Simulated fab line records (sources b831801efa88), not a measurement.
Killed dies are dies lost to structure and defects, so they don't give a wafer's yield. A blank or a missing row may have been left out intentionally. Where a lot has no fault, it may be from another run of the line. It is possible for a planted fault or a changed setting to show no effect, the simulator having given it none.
fab line records	flow sky130
[record] lots = 13	wafers = 39	last_day = 51
route steps=708 shown PWDE@49 NWELL@63 VT_ADJUST_HVTP@93 VT_ADJUST_LVTN@104
lots with no fault: from the same line, run without faults
start_h: the number of hours between the record's first day and the start of the first shown wafer of the lot	wait_h: hours elapsed since this lot's preceding step	" repeats the value in the row above	L1.1+2: a row that stands for several wafers	- value missing, or start not given	* or withheld: withheld	< > ~ a bound
route shown NAME@n: a module of which the file shows steps, and the number in the route of the first	usual: average and standard deviation across the fault-free wafers	same: alike in all rows	chamber/n: place in a boat	sites: each site's reading	_std_site: standard deviation of those values	_edge_site: mean of outer sites minus mean of inner sites	radius_mm: how far each site lies from the wafer's centre	mask NAME#n: copy n	behind: tool/chamber where the wafer was last shaped	hold: what put the lot on hold/how long, in hours/how the hold closed	device: the transistor (n, p or np) that didn't switch	end of line: the same wafers' tests at the end of the route	where a step has no rows: the recipe by itself	killed: not the wafer's yield, but the dies lost to structure and defects at the first sort	map: shows each die of a wafer: x if killed, . if not, _ if none is there
set.NAME: the setting that was run; set.NAME@STEP: the one run at that earlier step	model.NAME: the simulator's own value behind a step, which no gauge read
a sample of lots followed through the steps of the route, with each step as a table and each wafer as a row
services: from which hour (start_h, from the record's first day; less than 0 if before it) a tool's chamber was out of use, for how many hours, and why
[[steps]]
[step SKY_PWDE_EXPOSE_04]
[recipe] mask_id = PWDEM	na = 0.6	source_shape = conventional	sigma_outer = 0.6	polarization = unpolarized	target_cd_nm = 840	dose_mj = 214
[usual] exposure_dose_mJ_cm2 = 214.08/0.23	stage_vel_mm_s = 500.09/0.26
lot.wafer	tool	chamber	start_h	wait_h	mask	exposure_dose_mJ_cm2	stage_vel_mm_s
L993.1	iline_stepper-02	0	74.38	-	PWDEM#0	213.90	499.72
L993.4	"	0	"	"	PWDEM#0	214.07	499.86
L993.5	"	0	"	"	PWDEM#0	213.85	500.03
L995.1	iline_stepper-01	0	75.85	-	PWDEM#0	213.92	500.00
L995.4	"	0	"	"	PWDEM#0	214.12	500.26
L995.6	"	0	"	"	PWDEM#0	213.74	500.23
L996.1	iline_stepper-02	0	81.07	-	PWDEM_R1#0	213.71	500.43
L996.5	"	0	"	"	PWDEM_R1#0	213.84	499.65
L996.6	"	0	"	"	PWDEM_R1#0	213.88	499.86
L997.1	iline_stepper-01	0	82.32	-	PWDEM#0	213.97	500.04
L997.2	"	0	"	"	PWDEM#0	214.40	500.19
L997.3	"	0	"	"	PWDEM#0	214.14	499.97
L105.2	iline_stepper-01	0	128.84	-	PWDEM#0	213.73	500.22
L105.3	"	0	"	"	PWDEM#0	213.64	500.16
L105.4	"	0	"	"	PWDEM#0	214.10	500.22
L107.1	iline_stepper-02	0	140.11	-	PWDEM#0	213.81	500.49
L107.4	"	0	"	"	PWDEM#0	214.13	500.60
L107.6	"	0	"	"	PWDEM#0	214.10	500.71
L109.2	iline_stepper-01	0	157.87	-	PWDEM#0	213.90	500.53
L109.3	"	0	"	"	PWDEM#0	213.89	500.43
L109.6	"	0	"	"	PWDEM#0	214.00	500.20
L110.1	iline_stepper-01	0	161.82	-	PWDEM#0	213.70	500.66
L110.2	"	0	"	"	PWDEM#0	213.62	500.23
L110.3	"	0	"	"	PWDEM#0	214.04	500.05
L111.1	iline_stepper-02	0	163.99	-	PWDEM#0	214.09	500.18
L111.5	"	0	"	"	PWDEM#0	214.07	499.85
L111.6	"	0	"	"	PWDEM#0	214.03	499.81
L112.1	iline_stepper-01	0	168.54	-	PWDEM#0	214.29	499.87
L112.3	"	0	"	"	PWDEM#0	213.87	500.58
L112.4	"	0	"	"	PWDEM#0	214.19	500.22
L113.2	iline_stepper-02	0	171.68	-	PWDEM#0	213.92	499.79
L113.4	"	0	"	"	PWDEM#0	213.57	499.95
L113.6	"	0	"	"	PWDEM#0	213.61	499.86
L115.4	iline_stepper-02	0	190.53	-	PWDEM#0	214.05	500.02
L115.5	"	0	"	"	PWDEM#0	214.40	500.01
L115.6	"	0	"	"	PWDEM#0	214.39	500.13
L116.1	iline_stepper-02	0	196.02	-	PWDEM#0	214.05	499.90
L116.4	"	0	"	"	PWDEM#0	214.30	499.72
L116.6	"	0	"	"	PWDEM#0	213.94	499.92
[step SKY_NWELL_OVL_MEAS_10]
[usual] NWELL_00_OVL = 0.5/1.3
lot.wafer	tool	chamber	start_h	wait_h	NWELL_00_OVL[nm]
L993.1	overlay-01	-	101.08	-	-0.9
L993.4	"	-	"	"	-0.1
L993.5	"	-	"	"	-2.1
L995.1	overlay-01	-	102.19	-	0.4
L995.4	"	-	"	"	1.8
L995.6	"	-	"	"	2.2
L996.1	overlay-02	-	108.38	-	0.2
L996.5	"	-	"	"	3.7
L996.6	"	-	"	"	1.6
L997.1	overlay-02	-	109.83	-	2.2
L997.2	"	-	"	"	2.6
L997.3	"	-	"	"	0.5
L105.2	overlay-01	-	159.60	-	-0.8
L105.3	"	-	"	"	0.4
L105.4	"	-	"	"	-2.5
L107.1	overlay-01	-	170.54	-	0.3
L107.4	"	-	"	"	0.2
L107.6	"	-	"	"	0.7
L109.2	overlay-01	-	188.63	-	-0.5
L109.3	"	-	"	"	-1.6
L109.6	"	-	"	"	0.4
L110.1	overlay-02	-	193.39	-	0.4
L110.2	"	-	"	"	2.2
L110.3	"	-	"	"	0.6
L111.1	overlay-02	-	195.23	-	3.3
L111.5	"	-	"	"	1.3
L111.6	"	-	"	"	0.5
L112.1	overlay-02	-	201.20	-	1.8
L112.3	"	-	"	"	2.6
L112.4	"	-	"	"	2.4
L113.2	overlay-01	-	206.03	-	1.2
L113.4	"	-	"	"	2.3
L113.6	"	-	"	"	1.1
L115.4	overlay-02	-	223.92	-	0.0
L115.5	"	-	"	"	1.4
L115.6	"	-	"	"	-0.9
L116.1	overlay-01	-	231.10	-	0.1
L116.4	"	-	"	"	0.1
L116.6	"	-	"	"	-1.1
[step SKY_VT_ADJUST_HVTP_OVL_MEAS_08]
[usual] VT_ADJUST_HVTP_OVL = 0.1/1.4
lot.wafer	tool	chamber	start_h	wait_h	VT_ADJUST_HVTP_OVL[nm]
L993.1	overlay-02	-	139.99	0.1	0.9
L993.4	"	-	"	"	-0.8
L993.5	"	-	"	"	1.3
L995.1	overlay-01	-	142.61	0.1	-0.6
L995.4	"	-	"	"	-0.6
L995.6	"	-	"	"	0.6
L996.1	overlay-01	-	148.44	0.1	0.0
L996.5	"	-	"	"	-0.4
L996.6	"	-	"	"	-0.2
L997.1	overlay-01	-	149.04	0.1	-0.3
L997.2	"	-	"	"	-1.0
L997.3	"	-	"	"	-0.7
L105.2	overlay-02	-	201.70	0.1	3.5
L105.3	"	-	"	"	1.5
L105.4	"	-	"	"	3.2
L107.1	overlay-01	-	215.41	0.1	0.8
L107.4	"	-	"	"	0.3
L107.6	"	-	"	"	-2.7
L109.2	overlay-01	-	235.42	0.1	-2.0
L109.3	"	-	"	"	-1.0
L109.6	"	-	"	"	-0.4
L110.1	overlay-01	-	239.71	0.1	1.4
L110.2	"	-	"	"	1.7
L110.3	"	-	"	"	0.9
L111.1	overlay-02	-	242.11	0.1	-1.3
L111.5	"	-	"	"	-1.7
L111.6	"	-	"	"	-0.2
L112.1	overlay-01	-	247.60	0.1	3.2
L112.3	"	-	"	"	3.1
L112.4	"	-	"	"	0.7
L113.2	overlay-01	-	253.12	0.1	-0.4
L113.4	"	-	"	"	-1.7
L113.6	"	-	"	"	-1.0
L115.4	overlay-01	-	274.18	0.1	-1.1
L115.5	"	-	"	"	2.8
L115.6	"	-	"	"	-1.5
L116.1	overlay-02	-	281.26	0.1	1.5
L116.4	"	-	"	"	1.1
L116.6	"	-	"	"	0.6
[step SKY_VT_ADJUST_LVTN_OVL_MEAS_07]
[usual] VT_ADJUST_LVTN_OVL = 0.2/1.2
lot.wafer	tool	chamber	start_h	wait_h	VT_ADJUST_LVTN_OVL[nm]
L993.1	overlay-02	-	161.28	-	0.1
L993.4	"	-	"	"	1.0
L993.5	"	-	"	"	2.7
L995.1	overlay-02	-	163.42	-	-1.6
L995.4	"	-	"	"	0.2
L995.6	"	-	"	"	-1.2
L996.1	overlay-01	-	169.00	-	0.7
L996.5	"	-	"	"	-0.4
L996.6	"	-	"	"	1.7
L997.1	overlay-01	-	169.48	-	1.8
L997.2	"	-	"	"	1.6
L997.3	"	-	"	"	2.9
L105.2	overlay-01	-	223.82	-	0.4
L105.3	"	-	"	"	-1.7
L105.4	"	-	"	"	1.0
L107.1	overlay-01	-	239.12	-	1.1
L107.4	"	-	"	"	0.7
L107.6	"	-	"	"	1.5
L109.2	overlay-02	-	260.38	-	-0.9
L109.3	"	-	"	"	-1.0
L109.6	"	-	"	"	-1.1
L110.1	overlay-01	-	263.90	-	-0.7
L110.2	"	-	"	"	0.5
L110.3	"	-	"	"	1.4
L111.1	overlay-02	-	267.10	-	-0.7
L111.5	"	-	"	"	-0.5
L111.6	"	-	"	"	-3.0
L112.1	overlay-01	-	273.00	-	0.5
L112.3	"	-	"	"	1.3
L112.4	"	-	"	"	1.7
L113.2	overlay-01	-	277.65	-	0.7
L113.4	"	-	"	"	-0.4
L113.6	"	-	"	"	-0.1
L115.4	overlay-01	-	299.96	-	-0.2
L115.5	"	-	"	"	0.9
L115.6	"	-	"	"	0.2
L116.1	overlay-02	-	307.35	-	0.5
L116.4	"	-	"	"	-0.7
L116.6	"	-	"	"	-0.9
[[services]]
tool	chamber	start_h	hours	kind
iline_stepper-02	-	63.41	7.6	repair
iline_stepper-02	-	81.19	2.1	pm
iline_stepper-02	-	83.27	-	consumable_replace:lamp
iline_stepper-02	0	145.94	-	calibration
iline_stepper-01	-	162.52	1.7	pm
[[key]]
[first_sign] step = SKY_PWDE_EXPOSE_04	reading = mask	direction = changed
effect none on later readings
met_at SKY_PWDE_EXPOSE_04
struck_lots L996
sort_left_out L996.1,L996.5,L996.6
tester_left_out L996
not_acting_at SKY_NWELL_OVL_MEAS_10,SKY_VT_ADJUST_HVTP_OVL_MEAS_08,SKY_VT_ADJUST_LVTN_OVL_MEAS_07
onset_between 74.38 81.07
[fault] kind = wrong_mask	tool = any	chamber = -	onset_h = 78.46	steps = SKY_PWDE_EXPOSE_04	aux_copy = PWDEM_R1#0	cd_offset_nm = 126	scope = struck_lots_only
// tester_left_out: of these lots the tester's yield and bins aren't shown, on N5 and GAA mostly nor the transistor test; their killed dies are dies lost to structure and defects alone, not to doping, threshold or leakage, so they don't give the yield
// sort_left_out: the simulated sort isn't trusted on such a fault, so these wafers' sort isn't shown, and their yield isn't known
